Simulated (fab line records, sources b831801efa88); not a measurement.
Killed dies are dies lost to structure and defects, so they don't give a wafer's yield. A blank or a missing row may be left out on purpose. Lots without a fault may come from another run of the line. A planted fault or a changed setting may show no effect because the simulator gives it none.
Which tool did it? | flow gf180mcu | 13 lots, 39 wafers sampled, at 5 steps of a route of 602

WHAT THE GAUGES READ, wafer by wafer
GF_VT_IMPLANT_OVL_MEAS_29. Usual: VT_IMPLANT_02_OVL 0.6 nm, standard deviation 1.4.
lot  | measured     | on         | VT_IMPLANT_02_OVL (nm) | flag
L611 | day 6 18:54  | overlay-01 | -2.1 -0.3 -0.5         |
L612 | day 7 03:40  | overlay-01 | 0.7 1.0 -0.4           |
L614 | day 7 14:09  | overlay-02 | 0.2 -0.7 0.6           |
L616 | day 8 04:09  | overlay-01 | 0.6 0.5 0.6            |
L617 | day 8 21:22  | overlay-02 | 0.1 2.0 1.8            |
L620 | day 9 05:15  | overlay-02 | 0.2 -1.0 0.3           |
L621 | day 9 20:15  | overlay-02 | -0.7 0.1 -1.0          |
L622 | day 9 22:45  | overlay-02 | -0.8 0.9 -0.2          |
L624 | day 10 09:36 | overlay-01 | 2.3 2.2 1.8            |
L625 | day 10 14:40 | overlay-02 | 1.4 0.2 1.2            |
L626 | day 10 20:21 | overlay-01 | 1.8 2.9 1.1            |
L627 | day 11 05:55 | overlay-01 | 1.5 2.3 0.5            |
L634 | day 13 06:56 | overlay-01 | 1.5 1.8 2.3            |

GF_VT_IMPLANT_OVL_MEAS_40. Usual: VT_IMPLANT_03_OVL -0.2 nm, standard deviation 1.4.
lot  | measured     | on         | VT_IMPLANT_03_OVL (nm) | flag
L611 | day 7 10:07  | overlay-01 | -2.2 1.8 2.3           |
L612 | day 7 19:55  | overlay-02 | -0.1 0.0 2.0           |
L614 | day 8 06:28  | overlay-02 | -1.5 -0.9 -1.5         |
L616 | day 8 20:18  | overlay-01 | -3.2 -1.4 -1.7         |
L617 | day 9 14:07  | overlay-02 | -0.3 2.8 2.5           |
L620 | day 9 22:09  | overlay-01 | 0.6 0.7 1.6            |
L621 | day 10 13:46 | overlay-01 | 0.8 0.4 1.0            |
L622 | day 10 16:37 | overlay-01 | 1.4 1.8 3.1            |
L624 | day 11 03:37 | overlay-01 | -0.4 -1.2 0.1          |
L625 | day 11 09:10 | overlay-01 | 0.9 1.6 0.1            |
L626 | day 11 14:27 | overlay-01 | -0.1 -1.9 -2.1         |
L627 | day 12 00:03 | overlay-01 | 0.8 1.9 -1.3           |
L634 | day 14 03:13 | overlay-01 | -0.7 1.1 1.7           |

GF_DUAL_GATE_THK_MEAS_03. Usual: DUAL_GATE_OXIDATION_00_THK 10.90 nm, standard deviation 0.22.
lot  | measured     | on            | DUAL_GATE_OXIDATION_00_THK (nm) | flag
L611 | day 7 13:56  | film_metro-04 | 10.67 10.82 10.78               |
L612 | day 7 22:32  | film_metro-03 | 11.02 10.89 11.10               |
L614 | day 8 09:04  | film_metro-01 | 10.85 10.88 10.68               |
L616 | day 8 22:55  | film_metro-01 | 11.00 11.10 11.29               |
L617 | day 9 16:45  | film_metro-04 | 10.85 10.89 11.11               |
L620 | day 10 01:23 | film_metro-04 | 11.17 11.11 11.32               |
L621 | day 10 16:26 | film_metro-01 | 10.80 10.68 10.86               |
L622 | day 10 19:27 | film_metro-01 | 10.33 10.51 10.43               |
L624 | day 11 06:19 | film_metro-04 | 11.56 11.54 11.48               |
L625 | day 11 12:21 | film_metro-01 | 11.45 11.46 11.34               |
L626 | day 11 17:58 | film_metro-04 | 10.96 10.91 10.86               |
L627 | day 12 03:41 | film_metro-01 | 10.91 10.94 11.07               |
L634 | day 14 06:08 | film_metro-01 | 11.01 11.00 11.02               |

GF_POLY_GATE_THK_MEAS_01. Usual: POLY_GATE_CVD_00_THK 200.5 nm, standard deviation 1.9.
lot  | measured     | on            | POLY_GATE_CVD_00_THK (nm) | flag
L611 | day 8 08:57  | film_metro-04 | 202.7 202.3 201.9         |
L612 | day 8 17:22  | film_metro-04 | 203.2 201.6 201.3         |
L614 | day 9 05:24  | film_metro-04 | 199.8 198.6 199.7         |
L616 | day 9 18:59  | film_metro-04 | 202.2 203.8 203.0         |
L617 | day 10 13:04 | film_metro-04 | 201.8 202.5 202.2         |
L620 | day 10 23:10 | film_metro-04 | 198.3 197.6 198.3         |
L621 | day 11 15:11 | film_metro-04 | 199.4 199.7 199.1         |
L622 | day 11 16:14 | film_metro-04 | 202.5 201.5 201.2         |
L624 | day 12 03:35 | film_metro-02 | 200.4 199.7 198.2         |
L625 | day 12 10:25 | film_metro-04 | 200.0 201.5 199.4         |
L626 | day 12 16:55 | film_metro-04 | 200.7 201.9 201.8         |
L627 | day 13 01:19 | film_metro-03 | 199.7 198.8 197.8         |
L634 | day 15 05:28 | film_metro-04 | 199.6 200.5 200.8         |

WHICH TOOL RAN EACH LOT (tool, then ch and the chambers of the sampled wafers, then the start)
lot  | GF_DUAL_GATE_OXIDATION_02
L611 | furnace-02 ch 0, day 7 12:29
L612 | furnace-01 ch 0, day 7 21:04
L614 | furnace-02 ch 0, day 8 07:38
L616 | furnace-01 ch 0, day 8 21:28
L617 | furnace-01 ch 0, day 9 15:18
L620 | furnace-01 ch 0, day 9 23:57
L621 | furnace-02 ch 0, day 10 14:59
L622 | furnace-02 ch 0, day 10 18:00
L624 | furnace-02 ch 0, day 11 04:52
L625 | furnace-02 ch 0, day 11 10:53
L626 | furnace-01 ch 0, day 11 16:31
L627 | furnace-01 ch 0, day 12 02:14
L634 | furnace-01 ch 0, day 14 04:40
- GF_DUAL_GATE_OXIDATION_02: stabilise 600 s, purge 300 s, target thk 10.887 nm.

WHAT THE TOOLS THEMSELVES READ (means of the sampled wafers that have a number; where no wafer has one, the mark that the record gives instead)
GF_DUAL_GATE_OXIDATION_02. Usual: spike_tc_bottom_C 912.5 C, standard deviation 1.8; spike_tc_centre_C 901.4 C, standard deviation 1; spike_tc_lower_C 900.5 C, standard deviation 0.89; spike_tc_top_C 909.3 C, standard deviation 2.7; spike_tc_upper_C 900.6 C, standard deviation 1.3; tube_center_temp_C 900.00 C, standard deviation 0.094; tube_center_temp_C_max 902.3, standard deviation 0.39; zone_power_bottom_pct 26.8 %, standard deviation 0.32; zone_power_lower_pct 16.0 %, standard deviation 0.69.
lot  | tool       | spike_tc_bottom_C (C) | spike_tc_centre_C (C) | spike_tc_lower_C (C) | spike_tc_top_C (C) | spike_tc_upper_C (C) | tube_center_temp_C (C) | tube_center_temp_C_max | zone_power_bottom_pct (%) | zone_power_lower_pct (%) | flag
L611 | furnace-02 | 914.2                 | 901.8                 | 899.8                | 912.4              | 899.7                | 899.87                 | 902.2                  | 26.8                      | 15.3                     |
L612 | furnace-01 | 911.3                 | 901.2                 | 899.9                | 907.1              | 902.0                | 900.06                 | 902.2                  | 27.1                      | 16.5                     |
L614 | furnace-02 | 913.5                 | 900.9                 | 900.1                | 912.1              | 900.4                | 899.97                 | 902.3                  | 26.6                      | 15.4                     |
L616 | furnace-01 | 911.1                 | 901.6                 | 900.4                | 906.8              | 901.3                | 899.99                 | 902.4                  | 26.6                      | 16.5                     |
L617 | furnace-01 | 910.9                 | 901.2                 | 900.4                | 907.0              | 900.5                | 900.07                 | 902.2                  | 26.7                      | 16.6                     |
L620 | furnace-01 | 910.2                 | 901.8                 | 900.5                | 906.1              | 902.6                | 900.04                 | 902.0                  | 27.0                      | 16.6                     |
L621 | furnace-02 | 914.8                 | 900.9                 | 900.0                | 912.5              | 898.9                | 899.99                 | 902.0                  | 26.6                      | 15.2                     |
L622 | furnace-02 | 913.7                 | 901.0                 | 900.1                | 912.4              | 899.6                | 899.92                 | 902.3                  | 26.5                      | 15.1                     |
L624 | furnace-02 | 920.6                 | 908.2                 | 907.4                | 918.9              | 906.5                | 906.44                 | 908.7                  | 26.8                      | 15.5                     | OFF
L625 | furnace-02 | 921.0                 | 907.8                 | 908.2                | 918.2              | 907.0                | 906.34                 | 908.6                  | 27.3                      | 15.6                     | OFF
L626 | furnace-01 | 911.2                 | 900.6                 | 900.1                | 907.9              | 900.2                | 899.97                 | 902.6                  | 27.1                      | 16.7                     |
L627 | furnace-01 | 910.7                 | 901.6                 | 900.2                | 906.4              | 902.3                | 899.90                 | 902.0                  | 26.9                      | 16.6                     |
L634 | furnace-01 | 911.6                 | 901.1                 | 901.6                | 907.6              | 901.7                | 900.02                 | 902.5                  | 27.2                      | 16.5                     |

THE ANSWER, worked out from the rows above alone
Rule: a lot is off if the mean of its wafers that have a number lies more than 3 standard deviations from the usual mean. A lot without any number at a reading at which 4 lots or more have one is off too. The other lots that the step has rows for count as sound. The gauges are gone through in route order, then the tools' own readings, and for those a lot's mean is taken as printed above. The first step at which some lot is off is used, and at that step the reading that is off furthest; a lot without a number counts as furthest.
Off: L624, L625, at GF_DUAL_GATE_OXIDATION_02 (tube_center_temp_C).
A tool fits if, at that step or a process step before it, it ran every lot that is off, and no sound lot after the first of them. One fits: furnace-02 at GF_DUAL_GATE_OXIDATION_02. Its last sound lot is L622 (day 10 18:00), its first lot that is off L624 (day 11 04:52): a fault that began between those two fits.
The tool's own readings at GF_DUAL_GATE_OXIDATION_02 bear it out: on the lots that are off they differ by more than 5 times the standard deviation of the sound lots' means. spike_tc_bottom_C reads 920.8 C there against 912.1 C on the sound lots; spike_tc_centre_C reads 908.0 C there against 901.2 C on the sound lots; spike_tc_lower_C reads 907.8 C there against 900.3 C on the sound lots; spike_tc_upper_C reads 906.8 C there against 900.8 C on the sound lots; tube_center_temp_C reads 906.39 C there against 899.98 C on the sound lots; tube_center_temp_C_max reads 908.7 there against 902.2 on the sound lots.

WHAT THE SIMULATOR HAD PUT IN
Process parameter drift: furnace-02, from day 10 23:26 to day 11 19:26, at GF_DUAL_GATE_OXIDATION_02. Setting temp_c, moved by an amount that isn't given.
Lots struck among those shown: L624, L625. The rule above found the same.
